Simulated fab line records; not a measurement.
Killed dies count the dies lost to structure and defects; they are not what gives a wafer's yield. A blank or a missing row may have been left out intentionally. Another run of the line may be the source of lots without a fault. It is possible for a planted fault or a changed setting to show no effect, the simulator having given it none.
fab line records | flow gf180mcu
record lots=14 wafers=42 last-day=34
route steps=602 shown LVPWELL@61 VT_IMPLANT@109
lots that met no fault: from a run of the same line without faults
start-h: start of the lot's first displayed wafer, in hours after the record's first day | wait-h: time in hours since the lot's previous step | " same as the row above | L1.1+2: a row that stands for several wafers | - no value, or no start was given | * or withheld: withheld | < > ~ a bound
route shown NAME@n: a module of which the file shows steps, and the number in the route of the first | usual: mean and standard deviation over wafers with no fault | same: alike in all rows | chamber/n: place in a boat | sites: readings site by site | _std_site: how widely they spread, as a standard deviation | _edge_site: inner sites' mean taken away from outer sites' mean | radius-mm: for every site, how far away it sits from the centre of the wafer | mask NAME#n: copy n | behind: the most recent tool/chamber to have shaped the wafer | hold: what put the lot on hold/how long, in hours/how the hold closed | device: transistor that didn't switch, given as n, p or np | end of line: tests of these same wafers at the route's end | step lacking rows: just its recipe | killed: dies lost to structure and defects at the first sort, not the wafer's yield | map: a wafer's dies, marking killed ones x, the rest . and places with no die _
set.NAME: the setting the step ran with; set.NAME@STEP: the setting that earlier step ran with | model.NAME: the simulator's own value behind a step, which no gauge read
route steps across a sampled set of lots; one table per step, one row per wafer
services: from which hour (start-h, from the record's first day; less than 0 if before it) a tool's chamber was out of use, for how many hours, and why
## steps
# step GF_LVPWELL_OVL_MEAS_07
# usual LVPWELL_OVL=-0.2/1.3
# columns lot.wafer tool chamber start-h wait-h LVPWELL_OVL[nm]
L429.2 overlay-01 - 82.27 - -0.7
L429.3 " - " " -2.2
L429.4 " - " " -1.9
L430.2 overlay-02 - 87.62 - -1.5
L430.3 " - " " 0.4
L430.6 " - " " -0.9
L431.3 overlay-01 - 92.36 - -1.2
L431.4 " - " " -1.4
L431.5 " - " " -0.7
L432.1 overlay-01 - 98.00 - -0.2
L432.4 " - " " 0.4
L432.5 " - " " 0.7
L433.2 overlay-01 - 103.05 - 0.6
L433.3 " - " " -0.3
L433.4 " - " " -0.7
L434.3 overlay-02 - 108.23 - -0.1
L434.4 " - " " -1.1
L434.6 " - " " -0.2
L435.3 overlay-02 - 113.18 - -1.4
L435.4 " - " " -0.3
L435.5 " - " " -1.4
L440.1 overlay-02 - 139.07 - -1.9
L440.4 " - " " -1.9
L440.6 " - " " -0.9
L442.2 overlay-01 - 151.37 - -1.1
L442.4 " - " " -2.0
L442.5 " - " " -0.3
L444.1 overlay-01 - 172.67 - 0.2
L444.4 " - " " 1.5
L444.5 " - " " 0.3
L447.1 overlay-01 - 185.12 - -0.8
L447.2 " - " " -1.8
L447.5 " - " " -0.7
L446.1 overlay-01 - 185.87 - -1.0
L446.2 " - " " -1.6
L446.3 " - " " -2.6
L448.3 overlay-01 - 189.56 - 0.8
L448.5 " - " " -1.2
L448.6 " - " " -0.1
L449.2 overlay-01 - 198.92 - 2.9
L449.3 " - " " 1.3
L449.6 " - " " 1.7
# step GF_LVPWELL_TW_MEAS_11
# usual LVPWELL_TW=567/9.5
# columns lot.wafer tool chamber start-h wait-h LVPWELL_TW
L429.2 film-metro-01 - 82.71 0.1 559
L429.3 " - " " 558
L429.4 " - " " 559
L430.2 film-metro-04 - 88.06 0.1 552
L430.3 " - " " 552
L430.6 " - " " 552
L431.3 film-metro-04 - 92.80 0.1 551
L431.4 " - " " 550
L431.5 " - " " 550
L432.1 film-metro-01 - 98.43 0.1 554
L432.4 " - " " 555
L432.5 " - " " 551
L433.2 film-metro-04 - 103.49 0.1 551
L433.3 " - " " 554
L433.4 " - " " 554
L434.3 film-metro-02 - 108.67 0.1 574
L434.4 " - " " 570
L434.6 " - " " 573
L435.3 film-metro-02 - 113.62 0.1 571
L435.4 " - " " 574
L435.5 " - " " 574
L440.1 film-metro-04 - 139.50 0.1 565
L440.4 " - " " 565
L440.6 " - " " 564
L442.2 film-metro-04 - 151.81 0.1 566
L442.4 " - " " 565
L442.5 " - " " 565
L444.1 film-metro-01 - 173.10 0.1 554
L444.4 " - " " 556
L444.5 " - " " 555
L447.1 film-metro-02 - 185.55 0.1 577
L447.2 " - " " 578
L447.5 " - " " 578
L446.1 film-metro-02 - 186.30 0.1 578
L446.2 " - " " 582
L446.3 " - " " 578
L448.3 film-metro-02 - 190.00 0.1 579
L448.5 " - " " 577
L448.6 " - " " 578
L449.2 film-metro-02 - 199.36 0.1 577
L449.3 " - " " 574
L449.6 " - " " 576
# step GF_VT_IMPLANT_IMPLANT_19
# recipe species=As energy-kev=100 dose-cm2=4.35e+12 tilt-deg=7
# usual end-station-pressure-torr=5.03e-06/2.6e-07
# columns lot.wafer tool chamber start-h wait-h end-station-pressure-torr
L429.2 implanter-01 0 139.71 0.0 4.6e-06
L429.3 " 0 " " 4.78e-06
L429.4 " 0 " " 4.96e-06
L430.2 implanter-01 0 145.79 0.0 5.26e-06
L430.3 " 0 " " 5.23e-06
L430.6 " 0 " " 5.01e-06
L431.3 implanter-03 0 150.44 0.1 5.13e-06
L431.4 " 0 " " 5.2e-06
L431.5 " 0 " " 5.19e-06
L432.1 implanter-01 0 155.54 0.0 5.46e-06
L432.4 " 0 " " 5.09e-06
L432.5 " 0 " " 4.64e-06
L433.2 implanter-04 0 161.91 0.0 4.84e-06
L433.3 " 0 " " 5.21e-06
L433.4 " 0 " " 4.75e-06
L434.3 implanter-03 0 168.68 0.1 4.83e-06
L434.4 " 0 " " 4.71e-06
L434.6 " 0 " " 5.21e-06
L435.3 implanter-04 0 173.54 0.1 4.51e-06
L435.4 " 0 " " 5.23e-06
L435.5 " 0 " " 4.72e-06
L435.3 implanter-04 0 173.85 0.3 5.2e-06
L435.4 " 0 " " 5.04e-06
L435.5 " 0 " " 5.07e-06
L440.1 implanter-04 0 204.80 0.0 5.06e-06
L440.4 " 0 " " 4.98e-06
L440.6 " 0 " " 4.49e-06
L440.1 implanter-04 0 205.12 0.3 4.83e-06
L440.4 " 0 " " 5.25e-06
L440.6 " 0 " " 4.9e-06
L442.2 implanter-04 0 219.61 0.0 5.19e-06
L442.4 " 0 " " 5.28e-06
L442.5 " 0 " " 4.74e-06
L442.2 implanter-04 0 219.93 0.3 4.84e-06
L442.4 " 0 " " 5.31e-06
L442.5 " 0 " " 5.23e-06
L444.1 implanter-04 0 244.03 0.0 5.2e-06
L444.4 " 0 " " 4.99e-06
L444.5 " 0 " " 5.25e-06
L447.1 implanter-01 0 258.38 0.0 5.55e-06
L447.2 " 0 " " 5.02e-06
L447.5 " 0 " " 4.97e-06
L446.1 implanter-04 0 259.03 0.0 4.5e-06
L446.2 " 0 " " 5.26e-06
L446.3 " 0 " " 4.76e-06
L448.3 implanter-01 0 262.78 0.1 4.94e-06
L448.5 " 0 " " 5.37e-06
L448.6 " 0 " " 4.72e-06
L449.2 implanter-04 0 274.42 0.0 5.09e-06
L449.3 " 0 " " 4.98e-06
L449.6 " 0 " " 5.19e-06
# step GF_VT_IMPLANT_TW_MEAS_21
# usual VT_IMPLANT_2_TW=1224/18
# columns lot.wafer tool chamber start-h wait-h VT_IMPLANT_2_TW
L429.2 film-metro-03 - 139.95 0.1 1217
L429.3 " - " " 1219
L429.4 " - " " 1218
L430.2 film-metro-02 - 146.03 0.1 1242
L430.3 " - " " 1234
L430.6 " - " " 1243
L431.3 film-metro-02 - 150.66 0.1 1245
L431.4 " - " " 1248
L431.5 " - " " 1256
L432.1 film-metro-04 - 155.79 0.1 1232
L432.4 " - " " 1222
L432.5 " - " " 1214
L433.2 film-metro-04 - 162.14 0.1 1222
L433.3 " - " " 1221
L433.4 " - " " 1227
L434.3 film-metro-02 - 168.90 0.1 1255
L434.4 " - " " 1261
L434.6 " - " " 1260
L435.3 film-metro-02 - 174.07 0.1 1562
L435.4 " - " " 1564
L435.5 " - " " 1568
L435.3 film-metro-02 - 174.30 0.2 1564
L435.4 " - " " 1565
L435.5 " - " " 1561
L440.1 film-metro-03 - 205.37 0.1 1501
L440.4 " - " " 1494
L440.6 " - " " 1497
L440.1 film-metro-03 - 205.60 0.2 1494
L440.4 " - " " 1503
L440.6 " - " " 1497
L442.2 film-metro-04 - 220.19 0.1 1514
L442.4 " - " " 1522
L442.5 " - " " 1520
L442.2 film-metro-04 - 220.41 0.2 1529
L442.4 " - " " 1520
L442.5 " - " " 1530
L444.1 film-metro-03 - 244.28 0.1 1205
L444.4 " - " " 1219
L444.5 " - " " 1208
L447.1 film-metro-03 - 258.63 0.1 1213
L447.2 " - " " 1208
L447.5 " - " " 1213
L446.1 film-metro-03 - 259.28 0.1 1205
L446.2 " - " " 1206
L446.3 " - " " 1218
L448.3 film-metro-02 - 263.00 0.1 1245
L448.5 " - " " 1249
L448.6 " - " " 1251
L449.2 film-metro-02 - 274.66 0.1 1248
L449.3 " - " " 1255
L449.6 " - " " 1243
# step GF_VT_IMPLANT_OVL_MEAS_40
# usual VT_IMPLANT_03_OVL=1.2/1.4
# columns lot.wafer tool chamber start-h wait-h VT_IMPLANT_03_OVL[nm]
L429.2 overlay-01 - 170.81 0.1 1.7
L429.3 " - " " 4.2
L429.4 " - " " 2.9
L430.2 overlay-01 - 178.17 0.1 2.1
L430.3 " - " " 1.9
L430.6 " - " " 4.6
L431.3 overlay-02 - 182.81 0.1 1.4
L431.4 " - " " 1.9
L431.5 " - " " 2.0
L432.1 overlay-01 - 188.05 0.1 0.6
L432.4 " - " " 2.0
L432.5 " - " " 1.3
L433.2 overlay-01 - 195.77 0.1 3.2
L433.3 " - " " 0.8
L433.4 " - " " 1.6
L434.3 overlay-01 - 202.76 0.1 0.2
L434.4 " - " " -1.1
L434.6 " - " " -0.9
L435.3 overlay-02 - 207.96 0.1 2.6
L435.4 " - " " 2.0
L435.5 " - " " 0.2
L440.1 overlay-02 - 240.85 0.1 -0.1
L440.4 " - " " -0.6
L440.6 " - " " -0.9
L442.2 overlay-02 - 255.90 0.1 1.6
L442.4 " - " " 2.8
L442.5 " - " " 1.3
L444.1 overlay-01 - 282.71 0.1 -0.4
L444.4 " - " " 2.3
L444.5 " - " " 1.5
L447.1 overlay-01 - 298.75 0.1 -0.9
L447.2 " - " " -0.3
L447.5 " - " " 2.0
L446.1 overlay-01 - 299.44 0.1 -1.7
L446.2 " - " " 0.2
L446.3 " - " " 0.7
L448.3 overlay-02 - 302.68 0.1 -0.4
L448.5 " - " " 0.4
L448.6 " - " " -0.1
L449.2 overlay-02 - 315.67 0.1 0.5
L449.3 " - " " 1.1
L449.6 " - " " -0.6
## services
# columns tool chamber start-h hours kind
implanter-03 - 126.39 4.3 repair
implanter-04 - 155.16 2.2 repair
implanter-03 - 155.67 3.9 pm
implanter-03 - 216.81 1.5 repair
implanter-01 - 239.80 2.4 repair
implanter-04 - 248.72 4.1 pm
## key
first-sign step=GF_VT_IMPLANT_IMPLANT_19 reading=visit direction=added
effect step=GF_VT_IMPLANT_TW_MEAS_21 reading=visit direction=added
effect step=GF_VT_IMPLANT_TW_MEAS_21 reading=VT_IMPLANT_2_TW direction=up sigmas=17 usual=1224 struck=1527
met-at GF_VT_IMPLANT_IMPLANT_19
struck-lots L435,L440,L442
tester-left-out L435,L440,L442
not-acting-at GF_LVPWELL_OVL_MEAS_07,GF_LVPWELL_TW_MEAS_11,GF_VT_IMPLANT_OVL_MEAS_40
fault kind=repeated-step-whole tool=implanter-01,implanter-03,implanter-04 chamber=- onset-h=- steps=GF_VT_IMPLANT_IMPLANT_19 times=1 scope=struck-lots-only
# tester-left-out: of these lots the tester's yield and bins aren't shown, on N5 and GAA mostly nor the transistor test; their killed dies are dies lost to structure and defects alone, not to doping, threshold or leakage, so they don't give the yield
